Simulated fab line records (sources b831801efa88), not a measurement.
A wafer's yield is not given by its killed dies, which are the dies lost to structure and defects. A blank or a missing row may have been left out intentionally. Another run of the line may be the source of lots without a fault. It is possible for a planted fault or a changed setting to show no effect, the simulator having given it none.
A lot that was struck, set against a sound lot -- flow gf180mcu -- 18 out of 602 route steps
Sound: wafers L450.1, L450.2, L450.5. Struck: wafer L460.5. (L460.1, L460.6 of the same lot were not struck and are left out.) The cause comes at the end.
Each step with rows lists, per side, the tool, then ch with its chambers, then its first start. Under that, the readings that differ: sound wafers -- struck wafers -- difference of the means -- sigmas: that difference in standard deviations of wafers without a fault.
alike: readings with means less than 2 such deviations apart, plus words and numbers identical on both sides. not compared: withheld readings, readings lacking a value on some wafer, bounds such as >300 that could conceal the same value, and numbers that have no deviation in the record and whose values overlap.
Wherever a step has rows on one side only, a row that says differs or no value, or a row with sigmas, the two part there. When numbers do not overlap yet have no deviation, they are printed without sigmas and do not part them. A reading that every wafer of one side lacks parts them only if that side has two wafers or more.

first, 3 steps without rows for these wafers: GF_V1_EXPOSE_11 (exposes mask Via1, target cd 260 nm); GF_V1_PEB_12 (peb time 90 s); GF_V1_DEVELOP_13 (develop time 60 s).
GF_V1_CD_MEAS_14 targets a cd of 260 nm.
  sound on cd-sem-02, day 18 13:01; struck on cd-sem-01, day 22 06:33
  alike: cd-nm
GF_V1_OVL_MEAS_15:
  sound on overlay-01, day 18 13:08; struck on overlay-02, day 22 06:40
reading,sound,struck,difference,sigmas
V1_OVL (nm),-1 -9 -6,9,+14,+2
GF_V1_ETCH_16: etches BARC in N2/H2.
  sound on rie-diel-01 ch 0,1,3, day 18 13:10; struck on rie-diel-01 ch 1, day 22 06:43
  alike: drypump-motor-current-A, oes-product-au, throttle-valve-pct
GF_V1_ETCH_17: etches SiO2 in C4F8/O2/Ar, stops on TiN, target depth 630 nm.
  sound: rie-diel-01 ch 0,1,3; struck: rie-diel-01 ch 1
  alike: oes-product-au
GF_V1_STRIP_18: strips in O2/N2.
  sound on plasma-asher-04 ch 0,1, day 18 13:18; struck on plasma-asher-04 ch 1, day 22 06:50
  alike: drypump-motor-current-A, heater-power-w, o2-flow-sccm, oes-product-au
  not compared: rf-hours-counter-h
then, 3 steps without rows for these wafers: GF_V1_STRIP_19 (strips in post etch residue remover, time 1200 s); GF_V1_CLEAN_20 (cleans in DIW); GF_V1_SPUTTER_21 (material Ti, target thk 15 nm, time 80.02 s).
GF_V1_SPUTTER_22: material TiN, target thk 10 nm, time 40 s.
  sound on pvd-sputter-04, day 18 14:14; struck on pvd-sputter-04, day 22 07:26
  alike: throttle-valve-pct
GF_V1_CVD_23: deposits W, target thk 350 nm, time 105.05 s.
  sound on cvd-w-02 ch 0,1, day 18 14:17; struck on cvd-w-02 ch 0, day 22 07:28
reading,sound,struck,difference,sigmas
model.W_of_V1_CVD_23.thk-nm (nm),351.1 351.2 353.5,159.9,-192.0,
  alike: chamber-pressure-Torr, heater-power-w, susceptor-temp-C
GF_V1_RS_MEAS_24: uses a four-point probe to measure.
  sound on film-metro-03, day 18 14:24; struck on film-metro-02, day 22 07:35
reading,sound,struck,difference,sigmas
V1_W_RS (ohm/sq),0.3256 0.3259 0.3237,0.7252,+0.4001,+99 or more
GF_V1_THK_MEAS_25: measures by xrf.
  sound on film-metro-03, day 18 14:31; struck on film-metro-02, day 22 07:42
reading,sound,struck,difference,sigmas
V1_W_THK (nm),358 357 359,160,-198,-46
GF_V1_CMP_26: polishes, stops on SiO2, t overpolish 15 s, target thk 0 nm.
  sound on cmp-02 ch 1,2,3, day 18 14:41; struck on cmp-02 ch 1, day 22 07:52
reading,sound,struck,difference,sigmas
time-to-endpoint-s (s),88 89 86,39,-49,-15
  alike: motor-current-A
GF_M2_SPUTTER_00: material Ti, target thk 37.5 nm, time 150 s.
  sound on pvd-sputter-03, day 18 14:53; struck on pvd-sputter-01, day 22 08:04
  alike: throttle-valve-pct
GF_PASSIVATION_PROBE_99:
  rows exist in the record for the sound wafers here (prober-01, day 29 11:55), none for the struck ones

WHERE THEY PART
First at GF_V1_OVL_MEAS_15; last, within this record, at GF_PASSIVATION_PROBE_99.

WHY: what the simulator had put in
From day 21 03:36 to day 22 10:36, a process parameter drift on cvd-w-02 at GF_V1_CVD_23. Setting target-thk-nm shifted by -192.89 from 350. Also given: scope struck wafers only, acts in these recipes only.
